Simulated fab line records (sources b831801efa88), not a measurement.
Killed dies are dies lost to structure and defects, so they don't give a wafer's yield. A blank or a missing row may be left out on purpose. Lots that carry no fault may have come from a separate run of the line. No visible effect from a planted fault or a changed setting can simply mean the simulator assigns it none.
Comparing a struck lot with a sound one | flow sky130 | 16 steps out of a route of 708
Sound: these wafers, L193.3, L193.4, L193.5. Struck: wafer L205.1. (L205.2, L205.4 of the same lot were not struck and are left out.) The cause comes at the end.
For every step that has rows: the tool of each side, followed by ch and its chambers, followed by its first start. Under that, the readings that differ: sound wafers | struck wafers | difference of the means | sigmas: that difference in standard deviations of wafers without a fault.
alike: same words and numbers on both sides, and readings whose means sit less than 2 such deviations apart. not compared: any withheld reading, any reading some wafer has no value for, any bound like >300 that may hide the same value, and any number with overlapping values for which the record gives no deviation.
Wherever a step has rows on one side only, a row that says differs or no value, or a row with sigmas, the two part there. Numbers that have no deviation but don't overlap get no sigmas and don't part them. A reading missing from all wafers of one side parts the sides only when that side holds two or more wafers.

first, 3 steps without rows for these wafers: SKY_LI_CONTACT_EXPOSE_09 (exposes mask LICM1, target cd 170 nm); SKY_LI_CONTACT_PEB_10; SKY_LI_CONTACT_DEVELOP_11 (develop time 60 s).
SKY_LI_CONTACT_CD_MEAS_12 targets a cd of 170 nm.
  sound on cd sem-01, day 30 04:23; struck on cd sem-02, day 33 14:43
  reading    | sound             | struck | difference | sigmas
  cd nm (nm) | 168.2 166.8 167.7 | 172.6  | +5.0       | +3
SKY_LI_CONTACT_OVL_MEAS_13:
  sound on overlay-01, day 30 04:29; struck on overlay-01, day 33 14:50
  alike: LI_CONTACT_OVL
SKY_LI_CONTACT_ETCH_14: etches BARC in N2/H2, stops on SiO2, time 45.9 s, target depth 60 nm.
  sound on rie diel-03 ch 0,1,2, day 30 04:30; struck on rie diel-04 ch 1, day 33 14:53
  reading                     | sound       | struck | difference | sigmas
  drypump motor current A (A) | 5.4 4.7 4.9 | 6.2    | +1.2       | +2
  alike: n2 flow sccm, oes product au, throttle valve pct
  not compared: rf hours counter h
then, 1 step without rows for these wafers: SKY_LI_CONTACT_ETCH_15 (etches PSG in C4F8/O2/Ar, stops on Si, target depth 600 nm).
SKY_LI_CONTACT_STRIP_16: strips in O2/N2.
  sound on plasma asher-04 ch 0,1, day 30 04:40; struck on plasma asher-01 ch 1, day 33 15:00
  reading                | sound             | struck | difference                   | sigmas
  oes product au (a.u.)  | 0.378 0.378 0.375 | 0.368  | -0.009                       | -2
  rf hours counter h (h) | - - -             | 37     | no value on the sound wafers |
  alike: drypump motor current A, n2 flow sccm, strip time to endpoint s
then, 2 steps without rows for these wafers: SKY_LI_CONTACT_CLEAN_17 (cleans in NMP, time 600 s); SKY_LI_CONTACT_PRE_CLEAN_18 (time 5.6 s).
SKY_LI_CONTACT_SPUTTER_19: material Ti, target thk 20 nm, time 106.37 s.
  sound on pvd sputter-01, day 30 04:56; struck on pvd sputter-03, day 33 15:18
  alike: substrate temp c, throttle valve pct
SKY_LI_CONTACT_SPUTTER_20: material TiN, target thk 20 nm, time 80 s.
  sound on pvd sputter-01, day 30 05:00; struck on pvd sputter-03, day 33 15:22
  alike: throttle valve pct
SKY_LI_CONTACT_CVD_21: deposits W, target thk 400 nm, time 120.56 s.
  sound on cvd w-02 ch 0,1, day 30 05:06; struck on cvd w-01 ch 1, day 33 15:26
  reading                                  | sound           | struck | difference | sigmas
  heater power w (W)                       | 900 876 896     | 752    | -139       | -2
  model.W_of_LI_CONTACT_CVD_21.thk nm (nm) | 402.2 403 402.2 | 418.1  | +15.6      |
SKY_LI_CONTACT_RS_MEAS_22: the measuring method here is four-point-probe.
  sound on film metro-03, day 30 05:14; struck on film metro-03, day 33 15:51
  reading                  | sound                | struck | difference | sigmas
  LI_CONTACT_W_RS (ohm/sq) | 0.2837 0.2832 0.2832 | 0.2728 | -0.0106    | -4
  not compared: hold
SKY_LI_CONTACT_THK_MEAS_23: measures by xrf.
  sound on film metro-03, day 30 05:20; struck on film metro-03, day 33 20:55
  alike: LI_CONTACT_W_THK
  not compared: hold
SKY_LI_CONTACT_CMP_24: polishes, stops on PSG, t overpolish 20 s, target thk 0 nm.
  sound on cmp-01 ch 0,1,3, day 30 05:28; struck on cmp-01 ch 0, day 34 00:08
  reading | sound | struck                   | difference                   | sigmas
  hold    | - - - | await dispo/3.1h/release | no value on the sound wafers |
  alike: motor current A

== WHERE THEY PART ==
First at SKY_LI_CONTACT_CD_MEAS_12; last, within this record, at SKY_LI_CONTACT_CMP_24.

WHY: what the simulator had put in
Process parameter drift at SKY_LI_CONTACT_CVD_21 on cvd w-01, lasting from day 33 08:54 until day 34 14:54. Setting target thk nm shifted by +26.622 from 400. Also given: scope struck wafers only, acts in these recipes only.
